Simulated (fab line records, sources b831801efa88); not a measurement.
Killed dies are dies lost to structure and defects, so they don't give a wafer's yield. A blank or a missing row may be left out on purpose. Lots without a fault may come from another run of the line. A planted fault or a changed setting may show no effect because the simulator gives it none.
fab line records | flow gf180mcu
record lots=12 wafers=36 last_day=33
route steps=602 shown STI@14 NWELL@46 DUAL_GATE@154
lots that met no fault: from a run of the same line without faults
start_h: hours from the record's first day to the start of the lot's first wafer shown | wait_h: hours since the lot's step before | " the same as in the row above | L1.1+2: a row that stands for several wafers | - no value, or no start given | * or withheld: withheld | < > ~ a bound
route shown NAME@n: a module of which the file shows steps, and the number in the route of the first | usual: mean/standard deviation of fault-free wafers | same: alike in all rows | chamber/n: place in a boat | sites: the reading at each site | _std_site: their standard deviation | _edge_site: outer sites' mean less inner sites' | radius_mm: how far each site lies from the wafer's centre | mask NAME#n: copy n | behind: the tool/chamber that last shaped the wafer | hold: why the lot was held/for how many hours/how that ended | device: the transistor (n, p or np) that didn't switch | end of line: the same wafers' tests at the end of the route | a step without rows: its recipe alone | killed: dies lost to structure and defects at the first sort, not the wafer's yield | map: a wafer's dies, x killed, . not, _ none there
set.NAME: the setting as run; set.NAME@STEP: as run at that earlier step | model.NAME: the simulator's own value behind a step, which no gauge read
steps of the route over a sample of lots; a table a step, a row a wafer
services: from which hour (start_h, from the record's first day; less than 0 if before it) a tool's chamber was out of use, for how many hours, and why
## steps
# step GF_STI_ETCH_13
# recipe chemistry=CHF3/O2 stop_on=Si over_etch_frac=0.3 target_depth_a=2823.1 source_w=600 bias_w=200 pressure_mtorr=40 chf3_flow_sccm=50 O2_flow_sccm=5 time_s=112.9
# usual chf3_flow_sccm=49.97/0.14 drypump_motor_current_A=5.7/0.49 oes_product_au=0.831/0.0063 throttle_valve_pct=8.810/0.0097
# same over_etch_frac=0.3
# columns lot.wafer tool chamber start_h wait_h chf3_flow_sccm drypump_motor_current_A oes_product_au rf_hours_counter_h throttle_valve_pct
L416.1 rie_diel-03 2 24.97 0.1 50.08 5.3 0.833 166 8.802
L416.3 " 1 " " 49.93 5.9 0.828 127 8.799
L416.4 " 3 " " 49.90 6.3 0.829 52 8.819
L417.1 rie_diel-01 0 30.50 0.1 50.06 5.9 0.838 97 8.809
L417.5 " 3 " " 50.11 6.3 0.829 - 8.810
L417.6 " 0 " " 49.82 5.9 0.828 - 8.806
L419.1 rie_diel-03 0 41.67 0.1 49.96 5.9 0.826 40 8.811
L419.5 " 3 " " 49.91 6.3 0.825 - 8.794
L419.6 " 0 " " 49.93 6.0 0.828 - 8.825
L420.1 rie_diel-03 0 46.37 0.1 49.84 5.9 0.840 41 8.819
L420.4 " 2 " " 49.94 5.4 0.838 167 8.797
L420.5 " 3 " " 49.85 6.3 0.824 - 8.803
L421.2 rie_diel-02 0 50.87 0.1 49.80 5.3 0.823 71 8.805
L421.4 " 2 " " 49.87 5.9 0.826 42 8.796
L421.5 " 0 " " 50.03 5.3 0.829 - 8.802
L422.1 rie_diel-02 1 57.09 0.1 50.00 5.7 0.820 157 8.810
L422.4 " 0 " " 49.85 5.3 0.826 - 8.825
L422.5 " 1 " " 49.95 5.7 0.826 - 8.813
L424.4 rie_diel-02 1 66.89 0.1 49.78 5.7 0.831 - 8.808
L424.5 " 0 " " 49.97 5.3 0.824 - 8.819
L424.6 " 2 " " 50.02 5.9 0.830 - 8.833
L425.1 rie_diel-03 2 71.32 0.1 49.84 5.4 0.835 167 8.807
L425.5 " 3 " " 49.79 6.3 0.831 - 8.806
L425.6 " 2 " " 49.89 5.4 0.827 - 8.791
L428.3 rie_diel-03 2 86.99 0.1 49.86 5.4 0.822 168 8.791
L428.5 " 0 " " 50.14 6.0 0.827 - 8.810
L428.6 " 1 " " 49.88 5.9 0.838 - 8.818
L433.1 rie_diel-03 1 113.22 0.1 50.07 6.0 0.835 129 8.827
L433.2 " 2 " " 50.01 5.4 0.838 0 8.818
L433.3 " 3 " " 49.82 6.3 0.842 54 8.808
L435.2 rie_diel-02 0 123.85 0.1 50.03 5.3 0.821 73 8.825
L435.4 " 1 " " 50.16 5.7 0.830 159 8.807
L435.5 " 3 " " 50.04 5.3 0.826 - 8.807
L436.1 rie_diel-03 2 128.50 0.1 50.18 5.4 0.825 1 8.811
L436.2 " 0 " " 49.90 6.0 0.826 43 8.816
L436.6 " 2 " " 50.07 5.4 0.828 - 8.801
# step GF_NWELL_EXPOSE_04
# recipe mask_id=Nwell target_cd_nm=860 na=0.6 source_shape=conventional sigma_outer=0.6 dose_mj=260
# usual exposure_dose_mJ_cm2=260.01/0.25
# columns lot.wafer tool chamber start_h wait_h mask exposure_dose_mJ_cm2
L416.1 iline_stepper-01 0 49.50 - Nwell#0 259.86
L416.3 " 0 " " Nwell#0 260.10
L416.4 " 0 " " Nwell#0 260.00
L417.1 iline_stepper-01 0 54.13 - Nwell#0 259.98
L417.5 " 0 " " Nwell#0 259.83
L417.6 " 0 " " Nwell#0 259.70
L419.1 iline_stepper-01 0 64.98 - Nwell#0 260.17
L419.5 " 0 " " Nwell#0 260.28
L419.6 " 0 " " Nwell#0 259.96
L420.1 iline_stepper-02 0 70.65 - Nwell#0 260.37
L420.4 " 0 " " Nwell#0 260.14
L420.5 " 0 " " Nwell#0 260.48
L421.2 iline_stepper-01 0 75.42 - Nwell#0 260.28
L421.4 " 0 " " Nwell#0 260.49
L421.5 " 0 " " Nwell#0 259.94
L422.1 iline_stepper-01 0 81.98 - Nwell#0 260.29
L422.4 " 0 " " Nwell#0 260.19
L422.5 " 0 " " Nwell#0 259.99
L424.4 iline_stepper-02 0 92.14 - Nwell#0 259.52
L424.5 " 0 " " Nwell#0 260.05
L424.6 " 0 " " Nwell#0 259.92
L425.1 iline_stepper-01 0 97.12 - Nwell#0 259.77
L425.5 " 0 " " Nwell#0 259.89
L425.6 " 0 " " Nwell#0 259.97
L428.3 iline_stepper-01 0 112.74 - Nwell#0 259.91
L428.5 " 0 " " Nwell#0 260.11
L428.6 " 0 " " Nwell#0 259.72
L433.1 iline_stepper-02 0 140.37 - Nwell#0 259.90
L433.2 " 0 " " Nwell#0 259.54
L433.3 " 0 " " Nwell#0 259.75
L435.2 iline_stepper-02 0 151.14 - Nwell#0 260.32
L435.4 " 0 " " Nwell#0 260.09
L435.5 " 0 " " Nwell#0 260.40
L436.1 iline_stepper-02 0 156.30 - Nwell#0 260.14
L436.2 " 0 " " Nwell#0 259.82
L436.6 " 0 " " Nwell#0 259.83
# step GF_NWELL_OVL_MEAS_07
# usual NWELL_OVL=0.3/1.5
# columns lot.wafer tool chamber start_h wait_h NWELL_OVL[nm]
L416.1 overlay-01 - 55.55 - -2.5
L416.3 " - " " -3.5
L416.4 " - " " -1.6
L417.1 overlay-01 - 60.70 - 0.3
L417.5 " - " " 2.2
L417.6 " - " " 0.6
L419.1 overlay-02 - 70.88 - -1.3
L419.5 " - " " -1.0
L419.6 " - " " 0.6
L420.1 overlay-02 - 77.48 - 1.7
L420.4 " - " " 2.3
L420.5 " - " " 3.0
L421.2 overlay-02 - 82.33 - 51.4
L421.4 " - " " 52.2
L421.5 " - " " 53.6
L422.1 overlay-02 - 88.80 - 51.6
L422.4 " - " " 50.9
L422.5 " - " " 50.5
L424.4 overlay-01 - 98.80 - 0.0
L424.5 " - " " -0.2
L424.6 " - " " 0.1
L425.1 overlay-02 - 104.63 - 51.9
L425.5 " - " " 52.3
L425.6 " - " " 55.4
L428.3 overlay-02 - 119.54 - 52.7
L428.5 " - " " 52.5
L428.6 " - " " 54.2
L433.1 overlay-01 - 147.58 - 0.0
L433.2 " - " " -0.2
L433.3 " - " " 1.8
L435.2 overlay-02 - 158.93 - -0.2
L435.4 " - " " -0.3
L435.5 " - " " 1.1
L436.1 overlay-01 - 164.13 - 2.2
L436.2 " - " " 1.6
L436.6 " - " " 3.7
# step GF_NWELL_TW_MEAS_11
# usual NWELL_TW=1577/20
# columns lot.wafer tool chamber start_h wait_h NWELL_TW
L416.1 film_metro-04 - 56.01 0.1 1559
L416.3 " - " " 1563
L416.4 " - " " 1560
L417.1 film_metro-01 - 61.13 0.1 1598
L417.5 " - " " 1598
L417.6 " - " " 1591
L419.1 film_metro-03 - 71.31 0.1 1578
L419.5 " - " " 1571
L419.6 " - " " 1569
L420.1 film_metro-03 - 77.91 0.1 1549
L420.4 " - " " 1550
L420.5 " - " " 1549
L421.2 film_metro-01 - 82.77 0.1 1607
L421.4 " - " " 1603
L421.5 " - " " 1610
L422.1 film_metro-04 - 89.23 0.1 1558
L422.4 " - " " 1557
L422.5 " - " " 1558
L424.4 film_metro-04 - 99.24 0.1 1567
L424.5 " - " " 1578
L424.6 " - " " 1570
L425.1 film_metro-04 - 105.06 0.1 1569
L425.5 " - " " 1574
L425.6 " - " " 1571
L428.3 film_metro-01 - 119.98 0.1 1600
L428.5 " - " " 1605
L428.6 " - " " 1605
L433.1 film_metro-01 - 148.01 0.1 1609
L433.2 " - " " 1601
L433.3 " - " " 1603
L435.2 film_metro-04 - 159.37 0.1 1575
L435.4 " - " " 1575
L435.5 " - " " 1578
L436.1 film_metro-01 - 164.56 0.1 1599
L436.2 " - " " 1603
L436.6 " - " " 1597
# step GF_DUAL_GATE_STRIP_13
# recipe chemistry=O2/N2 power_w=1400 pressure_mtorr=1500 platen_temp_c=250 o2_flow_sccm=3000 n2_flow_sccm=300 overash_fraction=0.5
# usual drypump_motor_current_A=5.7/0.51 heater_power_w=353/28 oes_product_au=0.715/0.0043 strip_time_to_endpoint_s=12.65/0.044
# columns lot.wafer tool chamber start_h wait_h drypump_motor_current_A heater_power_w oes_product_au rf_hours_counter_h strip_time_to_endpoint_s
L416.1 plasma_asher-01 1 176.98 0.0 4.8 383 0.715 41 12.68
L416.3 " 0 " " 5.9 382 0.712 - 12.62
L416.4 " 1 " " 4.8 374 0.710 - 12.66
L417.1 plasma_asher-02 1 181.70 0.0 6.2 331 0.716 52 12.63
L417.5 " 0 " " 5.8 376 0.714 - 12.70
L417.6 " 1 " " 6.2 331 0.720 - 12.62
L419.1 plasma_asher-02 0 197.86 0.0 5.8 376 0.715 53 12.63
L419.5 " 1 " " 6.2 331 0.719 - 12.63
L419.6 " 0 " " 5.9 383 0.711 - 12.67
L420.1 plasma_asher-01 1 204.74 0.0 4.8 380 0.712 43 12.70
L420.4 " 0 " " 5.9 381 0.718 - 12.64
L420.5 " 1 " " 4.8 374 0.712 - 12.64
L421.2 plasma_asher-01 0 218.80 0.0 5.9 372 0.717 45 12.66
L421.4 " 1 " " 4.8 380 0.710 - 12.62
L421.5 " 0 " " 5.9 381 0.716 - 12.59
L422.1 plasma_asher-02 0 218.81 0.0 5.9 383 0.714 55 12.72
L422.4 " 0 " " 5.8 380 0.715 - 12.68
L422.5 " 0 " " 5.8 374 0.719 - 12.68
L424.4 plasma_asher-02 0 231.62 0.0 5.8 395 0.716 - 12.56
L424.5 " 1 " " 6.2 328 0.706 - 12.57
L424.6 " 0 " " 5.9 377 0.712 - 12.62
L425.1 plasma_asher-02 1 239.43 0.0 6.2 332 0.716 57 12.65
L425.5 " 0 " " 5.8 377 0.712 - 12.64
L425.6 " 1 " " 6.2 321 0.718 - 12.64
L428.3 plasma_asher-04 0 259.07 0.0 5.2 349 0.717 - 12.59
L428.5 " 0 " " 5.2 354 0.713 - 12.61
L428.6 " 1 " " 6.1 299 0.720 - 12.60
L433.1 plasma_asher-04 0 290.64 0.0 5.2 348 0.721 63 12.63
L433.2 " 1 " " 6.1 307 0.716 63 12.63
L433.3 " 1 " " 6.1 310 0.711 - 12.68
L435.2 plasma_asher-02 0 306.61 0.0 5.8 375 0.705 64 12.69
L435.4 " 1 " " 6.2 332 0.712 - 12.65
L435.5 " 0 " " 5.8 392 0.719 - 12.69
L436.1 plasma_asher-04 1 312.84 0.0 6.1 305 0.712 66 12.63
L436.2 " 0 " " 5.2 341 0.716 66 12.62
L436.6 " 1 " " 6.1 318 0.719 - 12.64
## services
# columns tool chamber start_h hours kind
iline_stepper-02 - 1.11 1.7 pm
rie_diel-03 - 16.44 0.1 repair
rie_diel-02 0 26.49 2.9 repair
rie_diel-03 3 28.21 10.2 repair
plasma_asher-01 - 47.49 1.7 repair
rie_diel-02 0 52.49 2.3 repair
rie_diel-02 3 52.49 21.1 repair
iline_stepper-01 - 69.63 1.7 pm
iline_stepper-02 - 76.05 5.6 repair
rie_diel-03 1 83.08 3.3 repair
plasma_asher-02 - 97.04 2.4 repair
plasma_asher-02 - 108.58 4.0 pm
rie_diel-02 2 117.77 5.7 repair
plasma_asher-01 - 134.51 1.3 repair
plasma_asher-02 - 162.56 3.5 repair
plasma_asher-02 - 184.19 0.7 repair
iline_stepper-02 - 201.03 12.6 repair
rie_diel-02 - 201.58 32.6 repair
rie_diel-03 0 221.11 4.0 repair
rie_diel-02 - 266.93 0.1 repair
rie_diel-02 2 280.89 11.8 repair
iline_stepper-01 - 287.84 1.7 pm
plasma_asher-02 - 292.39 0.9 repair
iline_stepper-01 - 300.40 0.8 repair
## key
first_sign step=GF_NWELL_OVL_MEAS_07 reading=NWELL_OVL direction=up sigmas=34 usual=0.3 struck=52.4
effect none on later readings
met_at GF_NWELL_EXPOSE_04
struck_lots L421,L422,L425,L428
tester_left_out L421,L422,L425,L428
not_acting_at GF_STI_ETCH_13,GF_NWELL_TW_MEAS_11,GF_DUAL_GATE_STRIP_13
onset_between 64.98 75.42
fault kind=scanner_matching_overlay tool=iline_stepper-01 chamber=- onset_h=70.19 steps=GF_NWELL_EXPOSE_04 offset=52.521
# tester_left_out: of these lots the tester's yield and bins aren't shown, on N5 and GAA mostly nor the transistor test; their killed dies are dies lost to structure and defects alone, not to doping, threshold or leakage, so they don't give the yield
